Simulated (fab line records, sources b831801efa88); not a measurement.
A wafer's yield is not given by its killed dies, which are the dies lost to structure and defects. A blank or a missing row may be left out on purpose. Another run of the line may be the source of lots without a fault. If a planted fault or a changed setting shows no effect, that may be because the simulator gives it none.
Which tool did it?	flow sky130	14 lots with 42 wafers sampled at 3 steps, on a route of 708 steps

## WHAT THE GAUGES SHOWED, per wafer
SKY_FIELD_ISO_THK_MEAS_02. Usual: FIELD_ISO_OXIDATION_00_THK 12.10 nm, standard deviation 0.25.
lot	measured	on	FIELD_ISO_OXIDATION_00_THK (nm)	flag
L752	day 1 12:44	film-metro-03	11.91 11.88 11.99	
L754	day 1 22:21	film-metro-01	11.80 11.85 11.82	
L755	day 2 05:31	film-metro-04	12.28 12.21 12.08	
L756	day 2 08:32	film-metro-03	12.47 12.50 12.73	
L757	day 2 14:16	film-metro-03	12.10 11.80 11.99	
L759	day 2 23:33	film-metro-01	12.37 12.61 12.50	
L760	day 3 03:38	film-metro-03	12.29 12.12 12.49	
L761	day 3 09:13	film-metro-03	11.80 11.79 11.65	
L765	day 4 05:17	film-metro-01	12.31 12.34 12.30	
L769	day 5 02:34	film-metro-04	12.41 12.43 12.16	
L771	day 5 12:11	film-metro-01	11.85 11.67 11.84	
L772	day 5 17:43	film-metro-01	12.26 12.07 12.26	
L773	day 5 20:44	film-metro-01	11.93 12.05 12.01	
L774	day 6 02:22	film-metro-01	12.24 12.23 12.26	

SKY_FIELD_ISO_THK_MEAS_25. Usual: FIELD_ISO_CVD_24_THK 598 nm, standard deviation 4.9.
lot	measured	on	FIELD_ISO_CVD_24_THK (nm)	flag
L752	day 2 08:51	film-metro-04	604 595 593	
L754	day 2 17:19	film-metro-04	599 599 606	
L755	day 3 01:48	film-metro-01	600 598 604	
L756	day 3 04:56	film-metro-01	590 592 587	
L757	day 3 10:13	film-metro-04	592 607 604	
L759	day 3 20:41	film-metro-03	599 600 595	
L760	day 4 01:08	film-metro-01	594 595 598	
L761	day 4 05:07	film-metro-04	590 594 594	
L765	day 5 04:33	film-metro-04	598 598 599	
L769	day 6 01:57	film-metro-03	592 596 590	
L771	day 6 10:43	film-metro-03	608 605 596	
L772	day 6 17:17	film-metro-04	600 595 602	
L773	day 6 20:51	film-metro-04	599 597 597	
L774	day 7 04:33	film-metro-01	602 599 599	

SKY_NWELL_OVL_MEAS_10. Usual: NWELL_00_OVL -0.2 nm, standard deviation 1.4.
lot	measured	on	NWELL_00_OVL (nm)	flag
L752	day 4 15:30	overlay-02	3.2 0.1 1.2	
L754	day 5 01:04	overlay-01	0.2 1.9 -1.4	
L755	day 5 10:29	overlay-02	0.4 -0.8 0.9	
L756	day 5 14:59	overlay-01	0.6 -0.5 0.0	
L757	day 5 20:14	overlay-02	-1.5 -0.4 -1.0	
L759	day 6 09:58	overlay-01	1.5 0.5 0.2	
L760	day 6 12:24	overlay-01	-1.5 -1.6 -1.4	
L761	day 6 17:02	overlay-02	-0.5 -1.4 -3.2	
L765	day 7 20:30	overlay-02	-2.8 -1.3 -3.4	
L769	day 8 18:23	overlay-01	-0.6 0.1 -0.8	
L771	day 9 06:12	overlay-01	1.2 0.5 0.2	
L772	day 9 11:36	overlay-01	-0.8 0.2 0.8	
L773	day 9 16:53	overlay-02	-1.9 -2.7 -1.3	
L774	day 10 00:46	overlay-02	-0.2 -0.5 2.2	

## TOOL THAT RAN EACH LOT (tool first, then ch and the chambers of the sampled wafers, then the start)
The record shows no process step preceding these readings.

## WHAT THE TOOLS THEMSELVES READ (means of the sampled wafers that have a number; where no wafer has one, the mark that the record gives instead)
The record holds no such reading with a usual standard deviation.

## THE ANSWER, worked out from the rows above alone
Rule: a lot counts as off when the mean over its wafers that have a number is more than 3 standard deviations away from the usual mean. A lot without any number at a reading at which 4 lots or more have one is off too. The other lots that the step has rows for count as sound. After the gauges, taken in route order, come the tools' own readings; for these a lot's mean is taken, as printed above. The first step at which some lot is off is used, and at that step the reading that is off furthest; a lot without a number counts as furthest.
No lot is off at any reading shown: from this, nothing can be told.

## WHAT THE SIMULATOR HAD PUT IN
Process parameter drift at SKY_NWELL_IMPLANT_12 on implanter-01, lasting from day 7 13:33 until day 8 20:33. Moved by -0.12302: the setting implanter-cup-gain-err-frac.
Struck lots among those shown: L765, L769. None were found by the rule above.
